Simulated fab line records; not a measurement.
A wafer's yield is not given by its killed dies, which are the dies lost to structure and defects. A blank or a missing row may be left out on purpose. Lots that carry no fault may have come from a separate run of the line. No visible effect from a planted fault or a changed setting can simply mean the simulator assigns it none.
Which of the tools did it? ; flow gf180mcu ; 12 lots with 36 wafers sampled at 3 steps, on a route of 602 steps

WHAT EACH GAUGE READ, for each wafer
GF_SAB_THK_MEAS_01. Usual: SAB_CVD_00_THK gives 49.7 nm (standard deviation 0.65).
lot;measured;on;SAB_CVD_00_THK (nm);flag
L503;day 14 01:04;film-metro-03;49.1 51.2 49.8;
L509;day 16 08:31;film-metro-03;49.0 54.8 49.6;
L515;day 18 18:23;film-metro-03;49.0 50.0 49.9;
L517;day 19 10:00;film-metro-02;49.8 50.1 50.7;
L518;day 19 16:36;film-metro-02;49.9 49.7 50.9;
L519;day 19 21:47;film-metro-01;49.9 50.2 50.4;
L520;day 20 10:55;film-metro-03;49.4 50.1 49.8;
L521;day 20 18:43;film-metro-02;49.9 49.6 50.2;
L522;day 21 01:02;film-metro-02;48.9 49.8 49.4;
L523;day 21 06:34;film-metro-03;48.7 49.0 49.6;
L524;day 21 18:25;film-metro-01;49.6 49.3 50.5;
L526;day 22 09:25;film-metro-01;49.0 49.5 49.6;

TOOL THAT RAN EACH LOT (tool first, then ch and the chambers of the sampled wafers, then the start)
lot;GF_PSD_RTA_13;GF_SAB_CVD_00
L503;rtp-anneal-02 ch 0, day 14 00:43;pecvd-04 ch 0,2, day 14 01:02
L509;rtp-anneal-01 ch 0, day 16 08:11;pecvd-04 ch 0,1, day 16 08:28
L515;rtp-anneal-02 ch 0, day 18 18:03;pecvd-03 ch 0,2, day 18 18:23
L517;rtp-anneal-01 ch 0, day 19 09:40;pecvd-04 ch 0,2, day 19 09:58
L518;rtp-anneal-01 ch 0, day 19 16:16;pecvd-02 ch 0,1, day 19 16:35
L519;rtp-anneal-01 ch 0, day 19 21:25;pecvd-04 ch 0,1, day 19 21:45
L520;rtp-anneal-02 ch 0, day 20 10:34;pecvd-04 ch 0,1, day 20 10:52
L521;rtp-anneal-01 ch 0, day 20 18:22;pecvd-02 ch 0,2, day 20 18:41
L522;rtp-anneal-02 ch 0, day 21 00:42;pecvd-04 ch 1,2, day 21 01:01
L523;rtp-anneal-01 ch 0, day 21 06:13;pecvd-04 ch 0,1,2, day 21 06:32
L524;rtp-anneal-02 ch 0, day 21 18:04;pecvd-04 ch 0,2, day 21 18:23
L526;rtp-anneal-01 ch 0, day 22 09:04;pecvd-04 ch 0,1,2, day 22 09:23
- GF_PSD_RTA_13: time 20 s.
- GF_SAB_CVD_00: deposits SiO2 from TEOS, target thk 50 nm, time 4.9302 s.

AS READ BY THE TOOLS THEMSELVES (means over the sampled wafers that have a number; for cases with no such wafer, the mark the record gives instead)
GF_PSD_RTA_13. Usual: lamp-power-pct 33.4 %, standard deviation 0.97; wafer_temp_C_max 1030.8, standard deviation 3.
lot;tool;lamp-power-pct (%);wafer_temp_C_max;flag
L503;rtp-anneal-02;32.5;1028.0;
L509;rtp-anneal-01;34.4;1034.5;
L515;rtp-anneal-02;32.4;1028.5;
L517;rtp-anneal-01;34.4;1032.6;
L518;rtp-anneal-01;34.4;1032.9;
L519;rtp-anneal-01;34.4;1033.0;
L520;rtp-anneal-02;32.4;1027.8;
L521;rtp-anneal-01;34.4;1032.7;
L522;rtp-anneal-02;32.5;1028.1;
L523;rtp-anneal-01;34.4;1033.2;
L524;rtp-anneal-02;32.5;1027.9;
L526;rtp-anneal-01;34.4;1034.8;

GF_SAB_CVD_00. Usual: heater-power-w at 696 W, with a standard deviation of 110.
lot;tool;heater-power-w (W);flag
L503;pecvd-04;697;
L509;pecvd-04;619;
L515;pecvd-03;719;
L517;pecvd-04;670;
L518;pecvd-02;736;
L519;pecvd-04;570;
L520;pecvd-04;643;
L521;pecvd-02;761;
L522;pecvd-04;797;
L523;pecvd-04;675;
L524;pecvd-04;651;
L526;pecvd-04;648;

THE ANSWER, worked out from the rows above alone
Rule: a lot is off if the mean of its wafers that have a number lies more than 3 standard deviations from the usual mean. Also off: a lot with no number at a reading for which 4 or more lots have one. All remaining lots with rows at the step are treated as sound. First the gauges in route order, then the tools' own readings, where a lot's mean is used as printed above. At the first step where some lot is off, the reading lying furthest off is the one used; lots without a number count as furthest.
Across all readings shown, no lot is off: no conclusion can be drawn from this.

WHAT WAS PUT IN BY THE SIMULATOR
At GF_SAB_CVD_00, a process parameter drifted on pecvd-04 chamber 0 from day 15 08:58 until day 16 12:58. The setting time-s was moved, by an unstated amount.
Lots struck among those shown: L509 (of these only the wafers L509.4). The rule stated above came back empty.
